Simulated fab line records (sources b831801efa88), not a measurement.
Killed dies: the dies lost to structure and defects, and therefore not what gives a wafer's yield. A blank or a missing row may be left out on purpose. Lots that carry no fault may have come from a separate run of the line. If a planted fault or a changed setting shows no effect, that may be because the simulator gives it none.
Split-lot experiment + flow sfqLine + 5 lots, 23 wafers read, on a route of 325 steps

== THE SPLIT ITSELF ==
At SFQ_TRILAYER_I7_VIA_LITHO_COAT_192 (resist thk 62 nm), the setting resistThkNm was moved away from the recipe's 62 nm on 8 of the 23 wafers read, by -2.8% to +5.4%. This setting was run at the recipe's value on the other wafers.

The reading comes from the split's own step.

== THE READING ==
BARC_of_TRILAYER_I7_VIA_LITHO_COAT_192.thkNm (the simulator's own value, which no gauge read), in nm, at SFQ_TRILAYER_I7_VIA_LITHO_COAT_192 (resist thk 62 nm). The file does not state a usual value for it. The 15 wafers here that ran the recipe average 61.88 nm, standard deviation 0.17 nm.

| wafer  | tool, chamber at the split | resistThkNm as run, nm | against the recipe | BARC_of_TRILAYER_I7_VIA_LITHO_COAT_192.thkNm, nm | against lot-mates on the recipe |
|--------|----------------------------|------------------------|--------------------|--------------------------------------------------|---------------------------------|
| L075.1 | lithoTrack-04, 0           | 62                     | recipe             | 61.87                                            | -                               |
| L075.2 | lithoTrack-04, 0           | 62                     | recipe             | 61.85                                            | -                               |
| L075.3 | lithoTrack-04, 0           | 62                     | recipe             | 62.03                                            | -                               |
| L075.4 | lithoTrack-04, 0           | 62                     | recipe             | 61.9                                             | -                               |
| L075.5 | lithoTrack-04, 0           | 62                     | recipe             | 61.79                                            | -                               |
| L076.1 | lithoTrack-02, 0           | 64.77                  | +4.5%              | 64.68                                            | +2.69                           |
| L076.2 | lithoTrack-02, 0           | 62                     | recipe             | 62.12                                            | -                               |
| L076.3 | lithoTrack-02, 0           | 62                     | recipe             | 61.95                                            | -                               |
| L076.4 | lithoTrack-02, 0           | 62                     | recipe             | 61.9                                             | -                               |
| L076.5 | lithoTrack-02, 0           | 64.77                  | +4.5%              | 64.6                                             | +2.61                           |
| L079.1 | lithoTrack-02, 0           | 62                     | recipe             | 61.94                                            | -                               |
| L079.3 | lithoTrack-02, 0           | 62                     | recipe             | 62.05                                            | -                               |
| L079.4 | lithoTrack-02, 0           | 65.36                  | +5.4%              | 65.39                                            | +3.40                           |
| L079.5 | lithoTrack-02, 0           | 65.36                  | +5.4%              | 65.3                                             | +3.30                           |
| L079.6 | lithoTrack-02, 0           | 65.36                  | +5.4%              | 65.28                                            | +3.29                           |
| L082.1 | lithoTrack-03, 0           | 62                     | recipe             | 62.06                                            | -                               |
| L082.2 | lithoTrack-03, 0           | 62                     | recipe             | 61.83                                            | -                               |
| L082.4 | lithoTrack-03, 0           | 62                     | recipe             | 61.91                                            | -                               |
| L085.1 | lithoTrack-03, 0           | 62                     | recipe             | 61.59                                            | -                               |
| L085.2 | lithoTrack-03, 0           | 62                     | recipe             | 61.45                                            | -                               |
| L085.3 | lithoTrack-03, 0           | 60.29                  | -2.8%              | 59.75                                            | -1.77                           |
| L085.4 | lithoTrack-03, 0           | 60.29                  | -2.8%              | 60.01                                            | -1.51                           |
| L085.6 | lithoTrack-03, 0           | 60.29                  | -2.8%              | 59.88                                            | -1.64                           |

THE FIT
A straight line over all 23 wafers: BARC_of_TRILAYER_I7_VIA_LITHO_COAT_192.thkNm changes by +0.65 nm for each +1% of resistThkNm; r = +0.99; the points scatter about the line by 0.17 nm.
The same after taking each lot's own level away (the mean of its wafers on the recipe; 23 wafers): +0.605 nm for each +1%; r = +1.00; scatter 0.087 nm.
That fit puts the effect of the largest move of resistThkNm on the reading at 3.3 nm.
The lots' own levels span 61.520 to 61.995 nm, that is 2.8 times the standard deviation above.
Consequently the slope shifts little with the lot-to-lot level, the two slopes agreeing.
Check: +3.26 nm against its lot-mates is what the line predicts for one of the wafers moved furthest among these (+5.4%) when that wafer is left out of the fit. Against them it came out at +3.4 nm.

== THE OTHER SPLITS THESE WAFERS WENT THROUGH ==
Note: prior to the reading, these wafers also went through further splits. Each is held against what the fit with the lots' levels taken away leaves over:
| other split on the same wafers                 | wafers away from the commonest value | r with BARC_of_TRILAYER_I7_VIA_LITHO_COAT_192.thkNm (lot level and that fit taken away) |
|------------------------------------------------|--------------------------------------|-----------------------------------------------------------------------------------------|
| SFQ_TRILAYER_M7_DEP_SPUTTER_175 timeS          | 9                                    | +0.08                                                                                   |
| SFQ_TRILAYER_M7_BARC_OPEN_METAL_ETCH_229 biasW | 8                                    | +0.23                                                                                   |

== FILE'S OWN FIT ==
BARC_of_TRILAYER_I7_VIA_LITHO_COAT_192.thkNm changes by +0.604 nm for each +1% of resistThkNm, r = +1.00.
